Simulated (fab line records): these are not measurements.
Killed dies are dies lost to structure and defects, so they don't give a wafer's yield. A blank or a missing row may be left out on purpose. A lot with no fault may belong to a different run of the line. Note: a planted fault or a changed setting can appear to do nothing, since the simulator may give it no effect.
2 desks looking at one fault || flow gf180mcu || every desk sees just its own numbers, and what lay behind them comes last

== AT THE METROLOGY DESK ==
What the gauges read, lot by lot, whatever tool the lot ran on: means of the sampled wafers that have a number. Marked OUT: a lot whose mean sits more than 4 standard deviations from the usual mean, which makes it out of limits; the brackets give that distance.
Columns: A = CONTACT_W_RS at GF_CONTACT_RS_MEAS_25, usual 0.382 ohm/sq; B = CONTACT_W_THK at GF_CONTACT_THK_MEAS_26, usual 307 nm; C = M1_ALCU_RS at GF_M1_RS_MEAS_05, usual 0.0698 ohm/sq; D = M1_ALCU_THK at GF_M1_THK_MEAS_06, usual 446 nm; E = cdNm at GF_M1_CD_MEAS_14, usual 229.7 nm; F = M1_OVL at GF_M1_OVL_MEAS_15, usual 5 nm
{"lot": "L996", "first seen here": "day 17 09:30", "A": 0.383, "B": 301, "C": 0.0697, "D": 446, "E": 229.9, "F": -5}
{"lot": "L100", "first seen here": "day 19 04:07", "A": 0.381, "B": 308, "C": "0.0735 (+5.6) OUT", "D": "424 (-4.6) OUT", "E": 230.1, "F": 6}
{"lot": "L101", "first seen here": "day 19 10:08", "A": 0.386, "B": 310, "C": "0.0759 (+9.4) OUT", "D": "409 (-7.9) OUT", "E": 227.7, "F": 2}
{"lot": "L106", "first seen here": "day 21 18:34", "A": 0.384, "B": 306, "C": 0.0692, "D": 450, "E": 229.1, "F": 2}
{"lot": "L111", "first seen here": "day 23 02:46", "A": 0.380, "B": 306, "C": 0.0694, "D": 452, "E": 230.1, "F": 15}
{"lot": "L113", "first seen here": "day 23 15:55", "A": 0.385, "B": 302, "C": 0.0702, "D": 443, "E": 228.1, "F": 5}
This desk's result: L100, L101 out of limits, first on L100 (M1_ALCU_RS at GF_M1_RS_MEAS_05), day 19 04:49. Within limits: L996, L106, L111, L113.

== THE TOOL OWNER'S DESK: pvdSputter-03 ==
The tool's own readings at GF_M1_SPUTTER_02 (material AlCu, target thk 450 nm, time 23.9 s): means of the sampled wafers that have a number, for each lot that ran on this tool. Marked OUT: a lot whose mean sits more than 4 standard deviations from the usual mean, which makes it out of limits; the brackets give that distance.
Columns: A = throttleValvePct at GF_M1_SPUTTER_02, usual 30.4 %
{"lot": "L996", "first seen here": "day 17 10:07", "A": 30.7}
{"lot": "L100", "first seen here": "day 19 04:41", "A": 30.5}
{"lot": "L101", "first seen here": "day 19 10:43", "A": 30.4}
Finding of this desk: none of the 3 lots has anything out of limits.

== BROUGHT TOGETHER ==
At day 19 04:49 the metrology desk could have sounded an alarm, on L100, L101.
The tool owner's desk saw nothing out of limits.
Tool owner's desk: L100, L101 on record, inside its limits.
The lots listed all ran GF_M1_SPUTTER_02 on pvdSputter-03.

== WHAT THE SIMULATOR HAD PUT IN ==
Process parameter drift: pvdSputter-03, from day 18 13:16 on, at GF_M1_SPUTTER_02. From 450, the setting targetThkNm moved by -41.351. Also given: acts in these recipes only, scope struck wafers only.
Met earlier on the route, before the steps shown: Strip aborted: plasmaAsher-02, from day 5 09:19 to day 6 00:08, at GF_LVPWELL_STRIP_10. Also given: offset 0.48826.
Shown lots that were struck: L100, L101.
Time in hours between the start of the fault and the first out-of-limits reading at each desk: metrology desk, 16.
